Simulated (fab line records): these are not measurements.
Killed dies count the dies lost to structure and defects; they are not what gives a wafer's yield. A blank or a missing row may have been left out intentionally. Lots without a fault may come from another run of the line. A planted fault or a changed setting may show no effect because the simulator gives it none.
Which tool did it? || flow sky130 || 11 lots, 33 wafers sampled, at 1 step of a route of 708

WHAT THE GAUGES SHOWED, per wafer
SKY_VIA4_OVL_MEAS_11.
{"lot": "L590", "measured": "day 42 20:47", "on": "overlay-02", "VIA4_OVL (nm)": "0.7 2.5 -1.0"}
{"lot": "L591", "measured": "day 43 07:31", "on": "overlay-01", "VIA4_OVL (nm)": "-1.2 -1.7 -0.7"}
{"lot": "L592", "measured": "day 43 08:37", "on": "overlay-02", "VIA4_OVL (nm)": "-1.1 -0.3 -1.1"}
{"lot": "L593", "measured": "day 43 20:13", "on": "overlay-02", "VIA4_OVL (nm)": "-1.5 -2.1 -1.2"}
{"lot": "L594", "measured": "day 44 04:13", "on": "overlay-01", "VIA4_OVL (nm)": "-1.4 0.6 -0.2"}
{"lot": "L595", "measured": "day 44 10:29", "on": "overlay-01", "VIA4_OVL (nm)": "-2.3 -2.8 -3.2"}
{"lot": "L599", "measured": "day 45 21:19", "on": "overlay-02", "VIA4_OVL (nm)": "-3.1 -3.2 -1.7"}
{"lot": "L602", "measured": "day 46 06:53", "on": "overlay-02", "VIA4_OVL (nm)": "-2.7 -2.9 -1.2"}
{"lot": "L603", "measured": "day 46 15:05", "on": "overlay-02", "VIA4_OVL (nm)": "-0.6 -1.0 -0.3"}
{"lot": "L609", "measured": "day 47 16:53", "on": "overlay-02", "VIA4_OVL (nm)": "-2.9 1.2 -1.9"}
{"lot": "L612", "measured": "day 48 06:32", "on": "overlay-02", "VIA4_OVL (nm)": "-0.7 -1.4 -0.9"}

TOOL THAT RAN EACH LOT (tool first, then ch and the chambers of the sampled wafers, then the start)
The record shows no process step preceding these readings.

THE ANSWER, worked out from the rows above alone
Rule: usual is defined by the lots themselves. Put in order of their means at a reading, lots are off if they are a third of the lots or fewer, leave a main group of 4 or more, and stand apart from it by a gap of 3 or more times the standard deviation of the main group's means; of several such gaps the widest counts. Not used: any main group whose means are identical at the precision the tables above print for the reading. A lot without any number at a reading at which 4 lots or more have one is off too. All remaining lots with rows at the step are treated as sound.
Across all readings shown, no lot is off: no conclusion can be drawn from this.

WHAT THE SIMULATOR PUT IN
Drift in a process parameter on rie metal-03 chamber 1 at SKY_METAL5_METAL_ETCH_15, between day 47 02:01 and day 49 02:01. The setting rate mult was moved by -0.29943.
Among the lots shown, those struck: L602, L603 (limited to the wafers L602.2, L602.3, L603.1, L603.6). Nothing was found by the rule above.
